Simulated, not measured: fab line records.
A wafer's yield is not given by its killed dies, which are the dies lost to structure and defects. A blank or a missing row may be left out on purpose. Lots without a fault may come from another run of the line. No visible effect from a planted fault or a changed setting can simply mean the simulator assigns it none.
fab line records	flow sky130
record lots=6	wafers=18	last_day=49
route steps=708 shown FIELD_ISO@19 NWELL@32 DNWELL@35 PWDE@45 SALICIDE@361 PAD_OPEN@708
lots with no fault: from the same line, run without faults
start_h: hours from the record's opening day to when the first of the lot's shown wafers began	wait_h: how many hours have passed since the lot's step before this one	" repeats the value in the row above	L1.1+2: a single row standing in for several wafers	- no value, or no start was given	* or withheld: withheld	< > ~ a bound
route shown NAME@n: NAME is a module with steps in the file, n the number in the route of the first one	usual: mean/standard deviation taken from wafers without a fault	same: alike in all rows	chamber/n: place in a boat	sites: per-site readings	_std_site: standard deviation of those values	_edge_site: the outer-site mean with the inner-site mean subtracted	radius_mm: how far each site lies from the wafer's centre	mask NAME#n: copy n	behind: the tool/chamber that last shaped the wafer	hold: why the lot went on hold/how many hours it stayed there/how the hold came to an end	device: which transistor (n, p or np) failed to switch	end of line: tests run on the same wafers once the route is complete	step lacking rows: just its recipe	killed: the dies lost at the first sort to structure and to defects; this is not the yield of the wafer	map: a wafer's dies, x killed, . not, _ none there
set.NAME: the setting the step ran with; set.NAME@STEP: the setting that earlier step ran with	model.NAME: the simulator's own value behind a step, which no gauge read
lots at some steps of the route; a table a step, a row a wafer
services: the hour from which a tool's chamber was out of use, counted from the record's first day as start_h (under 0 if before that day), plus the number of hours and why
## steps
# step SKY_FIELD_ISO_WET_ETCH_18
# recipe chemistry=H3PO4	target_depth_nm=25	temp_c=160	target=Si3N4	time_s=286
# step SKY_FIELD_ISO_CLEAN_19
# recipe chemistry=SC1/SC2	mix=1:4:20	temp_c=70	time_s=150
# step SKY_FIELD_ISO_CLEAN_20
# recipe chemistry=dHF	time_s=20	dilution=100:1
# step SKY_FIELD_ISO_WET_ETCH_21
# recipe chemistry=dHF	dilution=100:1	target_depth_nm=20	dry=ipa_marangoni	target=SiO2	temp_c=25	time_s=400
# step SKY_FIELD_ISO_OXIDATION_22
# recipe temp_c=950	ambient=O2	stabilise_s=600	purge_s=300	target_thk_a=100	ox_time_s=623
# step SKY_FIELD_ISO_THK_MEAS_23
# recipe reads=SiO2_of_FIELD_ISO_OXIDATION_22
# usual FIELD_ISO_OXIDATION_01_THK=10.06/0.15
lot.wafer	tool	chamber	start_h	wait_h	FIELD_ISO_OXIDATION_01_THK[nm]
L247.1	film_metro-04	-	47.33	0.0	10.12
L247.2	"	-	"	"	10.05
L247.5	"	-	"	"	10.02
L250.1	film_metro-02	-	47.33	0.0	9.98
L250.2	"	-	"	"	10.16
L250.3	"	-	"	"	10.07
L252.4	film_metro-04	-	61.74	0.0	10.08
L252.5	"	-	"	"	10.13
L252.6	"	-	"	"	9.89
L259.1	film_metro-02	-	93.90	0.0	9.88
L259.2	"	-	"	"	10.15
L259.4	"	-	"	"	9.92
L262.1	film_metro-04	-	109.17	0.0	10.15
L262.5	"	-	"	"	10.31
L262.6	"	-	"	"	10.32
L267.1	film_metro-01	-	137.43	0.0	9.80
L267.2	"	-	"	"	9.96
L267.3	"	-	"	"	9.85
# step SKY_FIELD_ISO_CVD_24
# recipe material=SiO2	target_thk_nm=595	temp_c=650	sigma_open_frac=0.3	time_s=99.2	sih4_flow_sccm=60	pressure_mtorr=6
# step SKY_FIELD_ISO_THK_MEAS_25
# recipe reads=SiO2_of_FIELD_ISO_CVD_24
# usual FIELD_ISO_CVD_24_THK=595/6.7
lot.wafer	tool	chamber	start_h	wait_h	FIELD_ISO_CVD_24_THK[nm]
L247.1	film_metro-02	-	47.50	0.1	580
L247.2	"	-	"	"	591
L247.5	"	-	"	"	580
L250.1	film_metro-01	-	47.53	0.0	594
L250.2	"	-	"	"	595
L250.3	"	-	"	"	598
L252.4	film_metro-02	-	61.88	0.0	593
L252.5	"	-	"	"	604
L252.6	"	-	"	"	599
L259.1	film_metro-01	-	94.03	0.0	586
L259.2	"	-	"	"	614
L259.4	"	-	"	"	595
L262.1	film_metro-04	-	109.30	0.0	596
L262.5	"	-	"	"	593
L262.6	"	-	"	"	606
L267.1	film_metro-02	-	137.56	0.0	597
L267.2	"	-	"	"	591
L267.3	"	-	"	"	606
# step SKY_FIELD_ISO_ANNEAL_26
# recipe temp_c=1000	time_s=1800	ambient=N2
# step SKY_FIELD_ISO_CMP_27
# recipe stop_on=Si3N4	t_overpolish_s=16	down_force_psi=4	platen_rpm=60	target_thk_nm=457.8	pad_velocity_m_s=0.94248
# usual edge_zone_pressure_frac=1.000/0.0056	motor_current_A=12.1/1.4	overpolish_run_s=16.000/0.0089	time_to_endpoint_s=113/4.6
lot.wafer	tool	chamber	start_h	wait_h	edge_zone_pressure_frac	motor_current_A	overpolish_run_s	time_to_endpoint_s
L247.2	cmp-01	3	50.18	0.1	0.998	15.4	16.014	121
L247.1	"	0	"	"	0.997	11.5	15.994	117
L247.5	"	2	"	"	1.007	13.0	16.003	113
L250.2	cmp-02	0	50.43	0.3	1.001	10.7	15.987	113
L250.3	"	1	"	"	0.999	10.5	16.018	118
L250.1	"	2	"	"	0.990	12.0	16.019	107
L252.4	cmp-02	2	64.41	0.1	0.996	11.8	16.000	111
L252.5	"	0	"	"	1.007	11.5	16.005	116
L252.6	"	1	"	"	0.998	10.6	15.994	117
L259.4	cmp-02	2	95.64	0.1	1.001	11.2	15.994	108
L259.1	"	3	"	"	1.003	10.7	16.011	102
L259.2	"	0	"	"	0.999	11.9	15.981	117
L262.1	cmp-01	1	111.39	0.1	0.993	12.4	15.999	114
L262.5	"	2	"	"	1.002	14.1	15.996	113
L262.6	"	3	"	"	1.000	14.6	16.005	117
L267.2	cmp-01	2	139.71	0.1	1.000	13.0	16.010	114
L267.1	"	3	"	"	1.002	14.8	15.996	122
L267.3	"	0	"	"	1.001	11.5	16.012	122
# step SKY_FIELD_ISO_WET_ETCH_28
# recipe chemistry=dHF	target_depth_nm=23.7	target=SiO2	dilution=10:1	temp_c=25	time_s=47
# step SKY_FIELD_ISO_WET_ETCH_29
# recipe chemistry=H3PO4	target_depth_nm=160	target=Si3N4	temp_c=160	time_s=1825
# step SKY_FIELD_ISO_WET_ETCH_30
# recipe chemistry=dHF	target_depth_nm=25	target=SiO2	dilution=10:1	temp_c=25	time_s=50
# usual run_length_s=78/3.1
lot.wafer	tool	chamber	start_h	wait_h	run_length_s	model.SiO2_of_FIELD_ISO_CVD_24.thk_nm
L247.1	wet_bench-03	1	51.01	0.0	76	403.7
L247.2	"	1	"	"	76	404.5
L247.5	"	1	"	"	76	403.6
L250.1	wet_bench-01	3	51.22	0.0	81	404.6
L250.2	"	3	"	"	81	406.5
L250.3	"	3	"	"	81	405.3
L252.4	wet_bench-01	3	65.19	0.0	75	404.3
L252.5	"	3	"	"	75	406.4
L252.6	"	3	"	"	75	404.8
L259.1	wet_bench-04	2	96.42	0.0	77	401.9
L259.2	"	2	"	"	77	405.5
L259.4	"	2	"	"	77	403.9
L262.1	wet_bench-04	0	112.08	0.0	119	378.2
L262.5	"	0	"	"	119	379.8
L262.6	"	0	"	"	119	380
L267.1	wet_bench-04	0	140.60	0.0	128	385.8
L267.2	"	0	"	"	128	383.6
L267.3	"	0	"	"	128	384.2
# step SKY_NWELL_CLEAN_00
# recipe chemistry=SC1/SC2	mix=1:4:20	temp_c=70	time_s=150	dry=n2_spin
# step SKY_NWELL_OXIDATION_01
# recipe temp_c=900	ambient=O2	stabilise_s=600	purge_s=300	target_thk_a=100	ox_time_s=1418
# step SKY_NWELL_THK_MEAS_02
# recipe reads=SiO2_of_NWELL_OXIDATION_01
# usual NWELL_OXIDATION_THK=9.99/0.19
lot.wafer	tool	chamber	start_h	wait_h	NWELL_OXIDATION_THK[nm]
L247.1	film_metro-01	-	54.48	0.0	10.27
L247.2	"	-	"	"	10.06
L247.5	"	-	"	"	10.05
L250.1	film_metro-03	-	54.48	0.0	10.14
L250.2	"	-	"	"	10.35
L250.3	"	-	"	"	10.22
L252.4	film_metro-01	-	67.31	0.1	9.90
L252.5	"	-	"	"	9.88
L252.6	"	-	"	"	9.89
L259.1	film_metro-04	-	97.89	0.0	9.95
L259.2	"	-	"	"	9.81
L259.4	"	-	"	"	9.97
L262.1	film_metro-01	-	114.67	0.0	10.25
L262.5	"	-	"	"	10.36
L262.6	"	-	"	"	10.31
L267.1	film_metro-04	-	142.31	0.0	10.30
L267.2	"	-	"	"	10.24
L267.3	"	-	"	"	10.14
# step SKY_DNWELL_DEHYDRATE_00
# recipe temp_c=200	time_s=60
# step SKY_DNWELL_HMDS_01
# recipe prime_time_s=60	prime_temp_c=120
# step SKY_DNWELL_COAT_02
# recipe spin_rpm=2000	resist_thk_nm=3000
# step SKY_DNWELL_SOFTBAKE_03
# recipe temp_c=110	time_s=withheld
# step SKY_DNWELL_EXPOSE_04
# recipe mask_id=DNM	na=0.57	target_cd_nm=3000	dose_mj=222
# step SKY_DNWELL_PEB_05
# recipe temp_c=115	time_s=withheld
# step SKY_DNWELL_DEVELOP_06
# recipe wall_angle_deg=90	developer=TMAH	develop_time_s=60	dev_temp_c=23
# step SKY_DNWELL_IMPLANT_07
# recipe species=P	energy_kev=withheld	dose_cm2=withheld	tilt_deg=withheld
# step SKY_DNWELL_STRIP_08
# recipe chemistry=O2/N2	power_w=1400	pressure_mtorr=1500	platen_temp_c=withheld	o2_flow_sccm=3000	n2_flow_sccm=300	overash_fraction=0.5
# usual chamber_pressure_mTorr=1500.1/1.4	drypump_motor_current_A=5.74/0.27	oes_product_au=0.722/0.0051	strip_time_to_endpoint_s=36.92/0.11
lot.wafer	tool	chamber	start_h	wait_h	chamber_pressure_mTorr	drypump_motor_current_A	oes_product_au	rf_hours_counter_h	strip_time_to_endpoint_s
L247.1	plasma_asher-02	1	69.62	0.1	1500.2	5.78	0.720	41	36.87
L247.2	"	0	"	"	1498.8	5.63	0.718	41	36.80
L247.5	"	0	"	"	1503.5	5.59	0.718	-	36.92
L250.1	plasma_asher-03	0	69.77	0.1	1500.4	5.66	0.726	25	36.77
L250.2	"	1	"	"	1499.5	5.40	0.734	25	36.86
L250.3	"	1	"	"	1499.2	5.41	0.729	-	36.70
L252.4	plasma_asher-03	1	84.50	0.1	1501.7	5.41	0.721	-	36.87
L252.5	"	0	"	"	1500.1	5.66	0.718	-	36.95
L252.6	"	1	"	"	1498.6	5.42	0.716	-	36.88
L259.1	plasma_asher-03	0	115.72	0.1	1501.1	5.64	0.715	30	36.83
L259.2	"	1	"	"	1499.9	5.41	0.725	30	36.79
L259.4	"	0	"	"	1501.9	5.62	0.719	-	36.80
L262.1	plasma_asher-03	0	133.02	0.1	1503.2	5.67	0.714	32	36.98
L262.5	"	0	"	"	1500.6	5.66	0.730	-	37.11
L262.6	"	1	"	"	1499.9	5.42	0.712	-	36.99
L267.1	plasma_asher-01	1	162.57	0.1	1501.2	6.28	0.719	5	36.76
L267.2	"	0	"	"	1499.2	5.96	0.719	5	36.90
L267.3	"	0	"	"	1500.4	5.97	0.722	-	36.90
# step SKY_DNWELL_TW_MEAS_09
# usual DNWELL_TW=1121/9.3
lot.wafer	tool	chamber	start_h	wait_h	DNWELL_TW
L247.1	film_metro-03	-	69.72	0.1	1112
L247.2	"	-	"	"	1111
L247.5	"	-	"	"	1109
L250.1	film_metro-04	-	69.87	0.1	1104
L250.2	"	-	"	"	1112
L250.3	"	-	"	"	1114
L252.4	film_metro-04	-	84.60	0.1	1114
L252.5	"	-	"	"	1111
L252.6	"	-	"	"	1109
L259.1	film_metro-03	-	115.82	0.1	1122
L259.2	"	-	"	"	1123
L259.4	"	-	"	"	1116
L262.1	film_metro-01	-	133.12	0.1	1125
L262.5	"	-	"	"	1129
L262.6	"	-	"	"	1130
L267.1	film_metro-01	-	162.67	0.1	1128
L267.2	"	-	"	"	1136
L267.3	"	-	"	"	1134
# step SKY_PWDE_DEHYDRATE_00
# recipe temp_c=200	time_s=60
# step SKY_PWDE_HMDS_01
# recipe prime_time_s=60	prime_temp_c=120
# step SKY_PWDE_COAT_02
# recipe spin_rpm=2000	resist_thk_nm=3000
# step SKY_PWDE_SOFTBAKE_03
# recipe temp_c=110	time_s=withheld
# step SKY_PWDE_EXPOSE_04
# recipe mask_id=PWDEM	na=0.6	source_shape=conventional	sigma_outer=0.6	polarization=unpolarized	target_cd_nm=840	dose_mj=214
# step SKY_PWDE_PEB_05
# recipe temp_c=115	time_s=withheld
# step SKY_PWDE_DEVELOP_06
# recipe wall_angle_deg=90	developer=TMAH	develop_time_s=60	dev_temp_c=23
# step SKY_PWDE_OVL_MEAS_07
# usual PWDE_OVL=0.6/1.3
lot.wafer	tool	chamber	start_h	wait_h	PWDE_OVL[nm]
L247.1	overlay-02	-	85.46	-	-0.3
L247.2	"	-	"	"	0.3
L247.5	"	-	"	"	0.1
L250.1	overlay-02	-	86.37	-	-2.6
L250.2	"	-	"	"	-2.0
L250.3	"	-	"	"	-2.6
L252.4	overlay-02	-	101.39	-	2.6
L252.5	"	-	"	"	2.7
L252.6	"	-	"	"	1.4
L259.1	overlay-02	-	134.22	-	0.1
L259.2	"	-	"	"	0.6
L259.4	"	-	"	"	1.1
L262.1	overlay-01	-	152.01	-	1.6
L262.5	"	-	"	"	0.1
L262.6	"	-	"	"	0.7
L267.1	overlay-02	-	183.92	-	-1.6
L267.2	"	-	"	"	0.3
L267.3	"	-	"	"	-0.3
# step SKY_PWDE_IMPLANT_08
# recipe species=B	energy_kev=150	dose_cm2=3.518e+12	tilt_deg=withheld
# step SKY_PWDE_STRIP_09
# recipe chemistry=O2/N2	power_w=1400	pressure_mtorr=1500	platen_temp_c=withheld	o2_flow_sccm=3000	n2_flow_sccm=300	overash_fraction=0.5
# usual chamber_pressure_mTorr=1500.1/1.2	drypump_motor_current_A=5.96/0.27	oes_product_au=0.723/0.0043	strip_time_to_endpoint_s=36.87/0.099
lot.wafer	tool	chamber	start_h	wait_h	chamber_pressure_mTorr	drypump_motor_current_A	oes_product_au	rf_hours_counter_h	strip_time_to_endpoint_s
L247.1	plasma_asher-04	0	85.79	0.2	1500.9	5.59	0.725	40	36.69
L247.2	"	1	"	"	1499.6	6.18	0.717	40	36.69
L247.5	"	1	"	"	1501.0	6.21	0.727	-	36.82
L250.1	plasma_asher-01	1	86.71	0.2	1498.8	6.30	0.723	39	36.77
L250.2	"	0	"	"	1498.3	5.92	0.729	39	36.93
L250.3	"	0	"	"	1499.0	5.96	0.720	-	36.82
L252.4	plasma_asher-04	0	101.59	0.1	1498.9	5.59	0.721	-	36.75
L252.5	"	1	"	"	1500.1	6.19	0.723	-	36.84
L252.6	"	0	"	"	1500.9	5.59	0.721	-	36.69
L259.1	plasma_asher-02	1	134.65	0.1	1499.0	5.80	0.720	47	36.90
L259.2	"	0	"	"	1501.4	5.62	0.723	47	36.86
L259.4	"	0	"	"	1502.1	5.63	0.718	-	36.79
L262.1	plasma_asher-04	1	152.19	0.1	1500.1	6.18	0.736	46	36.93
L262.5	"	1	"	"	1501.9	6.16	0.720	-	37.13
L262.6	"	0	"	"	1499.3	5.58	0.734	-	37.06
L267.1	plasma_asher-01	1	184.10	0.1	1499.5	6.30	0.717	7	36.94
L267.2	"	0	"	"	1499.8	5.98	0.718	7	36.91
L267.3	"	0	"	"	1500.4	6.00	0.727	-	36.71
# step SKY_PWDE_TW_MEAS_10
# usual PWDE_TW=373.0/2.4
lot.wafer	tool	chamber	start_h	wait_h	PWDE_TW
L247.1	film_metro-01	-	85.89	0.1	375.2
L247.2	"	-	"	"	375.1
L247.5	"	-	"	"	378.8
L250.1	film_metro-03	-	86.81	0.1	375.0
L250.2	"	-	"	"	373.8
L250.3	"	-	"	"	374.0
L252.4	film_metro-04	-	101.69	0.1	369.6
L252.5	"	-	"	"	369.1
L252.6	"	-	"	"	368.2
L259.1	film_metro-01	-	134.75	0.1	376.3
L259.2	"	-	"	"	376.7
L259.4	"	-	"	"	377.9
L262.1	film_metro-03	-	152.29	0.1	371.1
L262.5	"	-	"	"	371.5
L262.6	"	-	"	"	370.0
L267.1	film_metro-03	-	184.20	0.1	372.7
L267.2	"	-	"	"	371.8
L267.3	"	-	"	"	372.2
# step SKY_NWELL_DEHYDRATE_03
# recipe temp_c=200	time_s=60
# step SKY_NWELL_HMDS_04
# recipe prime_time_s=60	prime_temp_c=120
# step SKY_NWELL_COAT_05
# recipe spin_rpm=2000	resist_thk_nm=3000
# step SKY_NWELL_SOFTBAKE_06
# recipe temp_c=110	time_s=withheld
# step SKY_NWELL_EXPOSE_07
# recipe mask_id=NWM	na=0.6	source_shape=conventional	sigma_outer=0.6	polarization=unpolarized	target_cd_nm=840	dose_mj=255
# step SKY_SALICIDE_CLEAN_00
# recipe chemistry=HF-last	time_s=30	dilution=100:1	dry=ipa_marangoni
lot.wafer	tool	chamber	start_h	wait_h	model.SiO2_of_FIELD_ISO_CVD_24.thk_nm
L247.1	wet_bench-04	1	672.82	0.1	357.1
L247.2	"	1	"	"	358.2
L247.5	"	1	"	"	357.3
L250.1	wet_bench-02	2	674.85	0.1	358.5
L250.2	"	2	"	"	360.4
L250.3	"	2	"	"	359.1
L252.4	wet_bench-04	3	724.56	0.0	358.5
L252.5	"	3	"	"	360.5
L252.6	"	3	"	"	359
L259.1	wet_bench-01	0	739.32	0.1	356.1
L259.2	"	0	"	"	359.5
L259.4	"	0	"	"	357.8
L262.1	wet_bench-02	0	765.62	0.1	331.7
L262.5	"	0	"	"	333.3
L262.6	"	0	"	"	333.5
L267.1	wet_bench-04	3	806.81	0.1	339.9
L267.2	"	3	"	"	338
L267.3	"	3	"	"	338.5
# step SKY_PAD_OPEN_PROBE_99
# usual killed_at_M0_to_M3=43/7.5	killed_at_M4_up=3.0/1.6	killed_at_contacts=23/5.8	killed_at_front_end=14/4.8	killed_at_other=0.3/0.52	killed_dies=84/9.1	killed_open=47/7.2	killed_short=37/5.8
# same gross_dies=492	killed_at_back_side=0
lot.wafer	tool	chamber	start_h	wait_h	killed_at_M0_to_M3	killed_at_M4_up	killed_at_contacts	killed_at_front_end	killed_at_other	killed_dies	killed_open	killed_short	model.etest.pfet_16v.r_on_ohm_um	model.etest.res_iso_pwell.rs_ohm_sq	model.etest.res_iso_pwell.line_ohm_um	model.etest.res_nwell.rs_ohm_sq	model.etest.cap_li_to_poly.c_af_um2	model.etest.cap_poly_to_well.c_af_um2	model.etest.field_p.vt_v	model.etest.field_n.vt_v
L247.1	prober-02	-	1095.55	0.1	37	2	29	11	0	79	43	36	1.514e+04	2969	1128	1010	101.2	90.36	-43.54	35.87
L247.2	prober-02	-	1095.60	0.1	38	7	26	16	0	87	48	39	1.501e+04	2896	1088	997.1	98.4	92.48	-42.7	35.44
L247.5	prober-02	-	1095.75	0.2	45	6	16	10	1	78	38	40	1.498e+04	2845	1071	989.5	100.7	91.41	-42.46	35.37
L250.1	prober-02	-	1096.97	0.1	40	3	28	15	0	86	53	33	1.497e+04	3044	1146	932.4	98.89	90.13	-41.09	36.04
L250.2	prober-02	-	1097.02	0.1	47	2	20	12	0	81	50	31	1.54e+04	3346	1264	968.8	101.7	91.38	-43.07	36.54
L250.3	prober-02	-	1097.07	0.2	52	4	16	11	0	83	37	46	1.563e+04	3495	1334	980.4	101	86.81	-44.21	36.84
L252.4	prober-01	-	1136.12	0.2	45	0	19	21	0	85	46	39	1.508e+04	3002	1141	938.1	98.77	90.71	-41.41	36.2
L252.5	prober-01	-	1136.17	0.2	39	3	31	17	1	91	52	39	1.505e+04	3026	1143	940.6	99.32	89.47	-41.46	36.18
L252.6	prober-01	-	1136.22	0.2	51	4	21	19	0	95	55	40	1.47e+04	2816	1058	907.6	98.31	92.33	-39.4	35.13
L259.1	prober-02	-	1145.13	0.1	46	1	23	11	0	81	44	37	1.451e+04	2569	975.1	866.2	95.91	94.19	-37.42	34.26
L259.2	prober-02	-	1145.18	0.1	28	4	18	18	0	68	32	36	1.477e+04	2741	1047	899	100.1	89.6	-39.65	35.91
L259.4	prober-02	-	1145.28	0.2	38	5	11	14	0	68	33	35	1.514e+04	2921	1099	915	97.18	88.54	-41.29	36.8
L262.1	prober-01	-	1160.50	0.1	48	3	24	12	0	87	46	41	1.446e+04	2418	922	824	91	96.62	-33.53	31.23
L262.5	prober-01	-	1160.70	0.2	41	5	19	11	0	76	38	38	1.473e+04	2461	936.6	828.9	92.28	96.17	-34.17	31.87
L262.6	prober-01	-	1160.75	0.2	36	6	14	15	1	72	37	35	1.459e+04	2402	914.6	819.3	97.05	98.8	-33.25	31.04
L267.1	prober-02	-	1185.48	0.1	29	5	27	14	0	75	37	38	1.481e+04	2985	1137	913.6	93.97	95.68	-39.16	34.6
L267.2	prober-02	-	1185.53	0.1	44	7	17	25	0	93	41	52	1.435e+04	2778	1033	885.3	94.39	96.93	-37.21	33.65
L267.3	prober-02	-	1185.58	0.2	38	1	19	19	0	77	38	39	1.45e+04	2844	1070	894.8	93.48	96.36	-37.74	33.97
# killed by level:class
L247.1 CONTACT:geometric_particle:open=12 VIA1:geometric_particle:open=8 LI_CONTACT:geometric_particle:open=7 METAL1:geometric_particle:short=7 LI_CONTACT:geometric_particle:short=5 CONTACT:geometric_particle:short=5 VIA1:geometric_particle:short=5 VIA2:geometric_particle:open=5
L247.2 VIA1:geometric_particle:open=11 CONTACT:geometric_particle:open=9 CONTACT:geometric_particle:short=9 POLY_GATE:geometric_particle:open=6 METAL2:geometric_particle:short=6 VIA2:geometric_particle:open=6 METAL4:geometric_particle:short=5 VIA1:geometric_particle:short=4
L247.5 VIA1:geometric_particle:open=11 METAL2:geometric_particle:short=8 CONTACT:geometric_particle:open=7 METAL1:geometric_particle:short=6 VIA3:geometric_particle:open=6 LOCAL_INTERCONNECT:geometric_particle:short=4 VIA1:geometric_particle:short=4 METAL4:geometric_particle:short=4
L250.1 VIA1:geometric_particle:open=16 CONTACT:geometric_particle:open=12 LI_CONTACT:geometric_particle:open=7 VIA2:geometric_particle:open=6 METAL1:geometric_particle:short=5 FIELD_ISO:geometric_particle:short=4 POLY_GATE:geometric_particle:short=4 POLY_GATE:geometric_particle:open=4
L250.2 VIA1:geometric_particle:open=17 METAL1:geometric_particle:short=7 LI_CONTACT:geometric_particle:open=6 CONTACT:geometric_particle:open=5 FIELD_ISO:geometric_particle:open=4 POLY_GATE:geometric_particle:open=4 LI_CONTACT:geometric_particle:short=4 METAL2:geometric_particle:short=4
L250.3 METAL2:geometric_particle:short=12 VIA1:geometric_particle:open=11 METAL1:geometric_particle:short=7 CONTACT:geometric_particle:short=6 CONTACT:geometric_particle:open=6 VIA3:geometric_particle:open=6 VIA1:geometric_particle:short=5 VIA2:geometric_particle:open=5
L252.4 METAL1:geometric_particle:short=9 CONTACT:geometric_particle:open=8 VIA1:geometric_particle:open=8 VIA2:geometric_particle:open=6 POLY_GATE:geometric_particle:open=6 VIA3:geometric_particle:open=6 FIELD_ISO:geometric_particle:short=5 POLY_GATE:geometric_particle:short=5
L252.5 CONTACT:geometric_particle:open=10 VIA1:geometric_particle:open=10 LOCAL_INTERCONNECT:geometric_particle:short=7 VIA3:geometric_particle:open=7 POLY_GATE:geometric_particle:open=6 FIELD_ISO:geometric_particle:short=5 LI_CONTACT:geometric_particle:short=5 LI_CONTACT:geometric_particle:open=4
L252.6 VIA3:geometric_particle:open=13 CONTACT:geometric_particle:open=12 METAL2:geometric_particle:short=8 FIELD_ISO:geometric_particle:open=7 METAL1:geometric_particle:short=6 VIA1:geometric_particle:short=6 VIA2:geometric_particle:open=6 LI_CONTACT:geometric_particle:open=5
L259.1 CONTACT:geometric_particle:open=9 VIA1:geometric_particle:open=8 CONTACT:geometric_particle:short=7 VIA3:geometric_particle:open=7 VIA2:geometric_particle:open=6 LI_CONTACT:geometric_particle:open=4 METAL1:geometric_particle:short=4 VIA1:geometric_particle:short=4
L259.2 CONTACT:geometric_particle:open=11 METAL1:geometric_particle:short=6 SPACER:geometric_particle:short=4 CONTACT:geometric_particle:short=4 VIA1:geometric_particle:short=4 FIELD_ISO:geometric_particle:short=3 FIELD_ISO:geometric_particle:open=3 VIA3:geometric_particle:open=3
L259.4 VIA1:geometric_particle:open=9 VIA3:geometric_particle:open=6 FIELD_ISO:geometric_particle:short=5 METAL2:geometric_particle:short=5 POLY_GATE:geometric_particle:short=4 VIA2:geometric_particle:open=4 LI_CONTACT:geometric_particle:open=3 LOCAL_INTERCONNECT:geometric_particle:short=3
L262.1 VIA1:geometric_particle:open=12 VIA2:geometric_particle:short=8 METAL2:geometric_particle:short=7 LI_CONTACT:geometric_particle:open=7 VIA3:geometric_particle:open=7 CONTACT:geometric_particle:short=6 CONTACT:geometric_particle:open=6 FIELD_ISO:geometric_particle:short=3
L262.5 VIA1:geometric_particle:open=11 LI_CONTACT:geometric_particle:open=7 VIA1:geometric_particle:short=7 CONTACT:geometric_particle:open=6 METAL2:geometric_particle:short=6 VIA2:geometric_particle:short=6 CONTACT:geometric_particle:short=3 METAL1:geometric_particle:short=3
L262.6 VIA1:geometric_particle:open=9 VIA2:geometric_particle:open=7 CONTACT:geometric_particle:open=5 METAL3:geometric_particle:short=5 FIELD_ISO:geometric_particle:short=4 POLY_GATE:geometric_particle:open=4 VIA1:geometric_particle:short=4 METAL2:geometric_particle:short=4
L267.1 CONTACT:geometric_particle:open=9 LOCAL_INTERCONNECT:geometric_particle:short=8 VIA1:geometric_particle:open=6 POLY_GATE:geometric_particle:open=5 VIA3:geometric_particle:open=5 LI_CONTACT:geometric_particle:open=4 CONTACT:geometric_particle:short=4 METAL1:geometric_particle:short=4
L267.2 VIA1:geometric_particle:open=12 VIA1:geometric_particle:short=8 FIELD_ISO:geometric_particle:short=7 CONTACT:geometric_particle:short=7 METAL2:geometric_particle:short=7 POLY_GATE:geometric_particle:short=6 POLY_GATE:geometric_particle:open=5 CONTACT:geometric_particle:open=5
L267.3 POLY_GATE:geometric_particle:open=6 VIA1:geometric_particle:open=6 VIA3:geometric_particle:open=6 LI_CONTACT:geometric_particle:open=5 LOCAL_INTERCONNECT:geometric_particle:short=5 METAL2:geometric_particle:short=5 METAL1:geometric_particle:short=5 METAL3:geometric_particle:short=5
## services
tool	chamber	start_h	hours	kind
plasma_asher-01	-	30.67	1.1	repair
cmp-01	-	39.20	1.0	repair
cmp-01	-	64.00	4.0	pm
plasma_asher-03	-	65.92	0.9	repair
cmp-02	-	98.35	2.5	repair
plasma_asher-01	-	108.75	9.0	pm
wet_bench-04	-	133.61	1.5	repair
plasma_asher-03	-	139.75	11.1	repair
cmp-02	-	154.51	5.9	pm
wet_bench-01	-	166.15	5.8	repair
plasma_asher-01	-	212.78	2.8	pm
plasma_asher-03	-	230.72	14.6	pm
cmp-02	-	232.00	4.0	pm
cmp-02	-	260.15	11.9	pm
cmp-01	-	277.70	1.1	repair
cmp-02	-	291.60	1.2	repair
wet_bench-04	-	428.47	1.1	repair
plasma_asher-03	-	490.70	1.2	repair
plasma_asher-03	-	551.24	1.0	repair
wet_bench-04	-	596.43	2.0	repair
plasma_asher-03	-	649.23	1.9	repair
plasma_asher-03	-	700.42	1.3	repair
plasma_asher-03	-	704.45	2.7	repair
plasma_asher-03	-	757.17	7.1	repair
## key
first_sign step=SKY_FIELD_ISO_WET_ETCH_30	reading=run_length_s	direction=up	sigmas=14	usual=*	struck=*
effect none on later readings
model_effect step=SKY_FIELD_ISO_WET_ETCH_30	value=SiO2_of_FIELD_ISO_CVD_24.thk_nm	without=405.4	struck=381.9
model_effect step=SKY_SALICIDE_CLEAN_00	value=SiO2_of_FIELD_ISO_CVD_24.thk_nm	without=359.3	struck=335.8
model_effect step=SKY_PAD_OPEN_PROBE_99	value=etest.pfet_16v.r_on_ohm_um	without=1.532e+04	struck=1.457e+04
met_at SKY_FIELD_ISO_WET_ETCH_30
struck_wafers L262.1,L262.5,L262.6,L267.1,L267.2,L267.3
tester_left_out L262,L267
onset_between 96.42 112.08
fault kind=process_parameter_drift	tool=wet_bench-04	chamber=-	onset_h=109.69	steps=SKY_FIELD_ISO_WET_ETCH_30	channel=time_s	offset=*	shape=step	end_h=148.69	acts_in=*	stated=*
# tester_left_out: of these lots the tester's yield and bins aren't shown, on N5 and GAA mostly nor the transistor test; their killed dies are dies lost to structure and defects alone, not to doping, threshold or leakage, so they don't give the yield
